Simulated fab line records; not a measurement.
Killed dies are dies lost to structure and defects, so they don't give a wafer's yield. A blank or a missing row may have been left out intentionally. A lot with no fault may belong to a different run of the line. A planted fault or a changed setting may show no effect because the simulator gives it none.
Chamber matching / flow sky130 / 3 sister chambers for SKY_CONTACT_CVD_00 on pecvd-04
The step deposits Si3N4, target thk 75 nm. 22 wafers are shown with their chamber, then 11 later ones without.

## WAFERS PAIRED WITH THEIR CHAMBERS
wafer=L074.2; chamber=2; heater_power_w (W)=632; heater_power_outer_w (W)=413; susceptor_temp_C (C)=400.00
wafer=L074.3; chamber=1; heater_power_w (W)=742; heater_power_outer_w (W)=466; susceptor_temp_C (C)=399.82
wafer=L074.5; chamber=0; heater_power_w (W)=694; heater_power_outer_w (W)=426; susceptor_temp_C (C)=400.09
wafer=L079.1; chamber=1; heater_power_w (W)=757; heater_power_outer_w (W)=473; susceptor_temp_C (C)=400.51
wafer=L079.2; chamber=0; heater_power_w (W)=779; heater_power_outer_w (W)=482; susceptor_temp_C (C)=400.05
wafer=L079.5; chamber=0; heater_power_w (W)=756; heater_power_outer_w (W)=486; susceptor_temp_C (C)=400.06
wafer=L084.1; chamber=2; heater_power_w (W)=630; heater_power_outer_w (W)=412; susceptor_temp_C (C)=399.57
wafer=L084.2; chamber=1; heater_power_w (W)=732; heater_power_outer_w (W)=481; susceptor_temp_C (C)=400.43
wafer=L084.4; chamber=0; heater_power_w (W)=772; heater_power_outer_w (W)=463; susceptor_temp_C (C)=399.71
wafer=L085.1; chamber=0; heater_power_w (W)=751; heater_power_outer_w (W)=454; susceptor_temp_C (C)=399.71
wafer=L085.2; chamber=1; heater_power_w (W)=751; heater_power_outer_w (W)=499; susceptor_temp_C (C)=399.99
wafer=L085.6; chamber=1; heater_power_w (W)=737; heater_power_outer_w (W)=495; susceptor_temp_C (C)=399.95
wafer=L087.1; chamber=1; heater_power_w (W)=791; heater_power_outer_w (W)=506; susceptor_temp_C (C)=399.74
wafer=L087.2; chamber=2; heater_power_w (W)=568; heater_power_outer_w (W)=357; susceptor_temp_C (C)=399.86
wafer=L087.3; chamber=0; heater_power_w (W)=784; heater_power_outer_w (W)=474; susceptor_temp_C (C)=399.97
wafer=L087.4; chamber=1; heater_power_w (W)=780; heater_power_outer_w (W)=521; susceptor_temp_C (C)=399.84
wafer=L087.5; chamber=2; heater_power_w (W)=576; heater_power_outer_w (W)=361; susceptor_temp_C (C)=399.76
wafer=L087.6; chamber=0; heater_power_w (W)=784; heater_power_outer_w (W)=488; susceptor_temp_C (C)=399.88
wafer=L089.1; chamber=2; heater_power_w (W)=643; heater_power_outer_w (W)=426; susceptor_temp_C (C)=399.86
wafer=L089.2; chamber=0; heater_power_w (W)=748; heater_power_outer_w (W)=446; susceptor_temp_C (C)=400.61
wafer=L089.3; chamber=1; heater_power_w (W)=740; heater_power_outer_w (W)=465; susceptor_temp_C (C)=400.00
wafer=L089.4; chamber=0; heater_power_w (W)=770; heater_power_outer_w (W)=472; susceptor_temp_C (C)=400.36

SIGNATURES, as means of the wafers listed above
reading=heater_power_w; chamber 0=759.78; chamber 1=753.75; chamber 2=609.80; scatter within a chamber=27.6
reading=heater_power_outer_w; chamber 0=465.67; chamber 1=488.25; chamber 2=393.80; scatter within a chamber=23.4
reading=susceptor_temp_C; chamber 0=400.0489; chamber 1=400.0350; chamber 2=399.8100; scatter within a chamber=0.266
Rule: for a wafer and a chamber, the distance is found by dividing, reading by reading, the gap between the wafer's reading and the chamber's mean by the reading's scatter, squaring, summing and taking the root. If the next closest chamber is less than 2 further off than the closest, the wafer can't be placed; otherwise it belongs to the closest. The scatter: the root of (the sum of the squares of (reading less its chamber's mean) over the shown wafers, divided by (wafers less chambers)).

## WAFERS WITHOUT THEIR CHAMBER
wafer=L089.5; heater_power_w (W)=642; heater_power_outer_w (W)=417; susceptor_temp_C (C)=400.22
wafer=L089.6; heater_power_w (W)=714; heater_power_outer_w (W)=471; susceptor_temp_C (C)=399.99
wafer=L091.2; heater_power_w (W)=707; heater_power_outer_w (W)=417; susceptor_temp_C (C)=400.17
wafer=L091.4; heater_power_w (W)=735; heater_power_outer_w (W)=461; susceptor_temp_C (C)=399.60
wafer=L091.6; heater_power_w (W)=706; heater_power_outer_w (W)=431; susceptor_temp_C (C)=400.33
wafer=L093.1; heater_power_w (W)=784; heater_power_outer_w (W)=519; susceptor_temp_C (C)=399.80
wafer=L093.2; heater_power_w (W)=640; heater_power_outer_w (W)=413; susceptor_temp_C (C)=400.21
wafer=L093.3; heater_power_w (W)=793; heater_power_outer_w (W)=472; susceptor_temp_C (C)=400.10
wafer=L093.4; heater_power_w (W)=789; heater_power_outer_w (W)=519; susceptor_temp_C (C)=400.00
wafer=L093.5; heater_power_w (W)=629; heater_power_outer_w (W)=410; susceptor_temp_C (C)=400.21
wafer=L093.6; heater_power_w (W)=763; heater_power_outer_w (W)=475; susceptor_temp_C (C)=399.91

## WHICH CHAMBER EACH WENT THROUGH
wafer=L089.5; from the rows above=2; in truth=2
wafer=L089.6; from the rows above=can't be placed: 1 or 0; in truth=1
wafer=L091.2; from the rows above=can't be placed: 0 or 1 or 2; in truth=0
wafer=L091.4; from the rows above=can't be placed: 0 or 1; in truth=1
wafer=L091.6; from the rows above=can't be placed: 0 or 1 or 2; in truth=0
wafer=L093.1; from the rows above=can't be placed: 1 or 0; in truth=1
wafer=L093.2; from the rows above=2; in truth=2
wafer=L093.3; from the rows above=can't be placed: 0 or 1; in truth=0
wafer=L093.4; from the rows above=can't be placed: 1 or 0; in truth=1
wafer=L093.5; from the rows above=2; in truth=2
wafer=L093.6; from the rows above=can't be placed: 0 or 1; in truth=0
Placed correctly: 3 of 11. Not placeable from these rows: 8 (in 8, the candidates include the true chamber). Wrongly placed: 0.
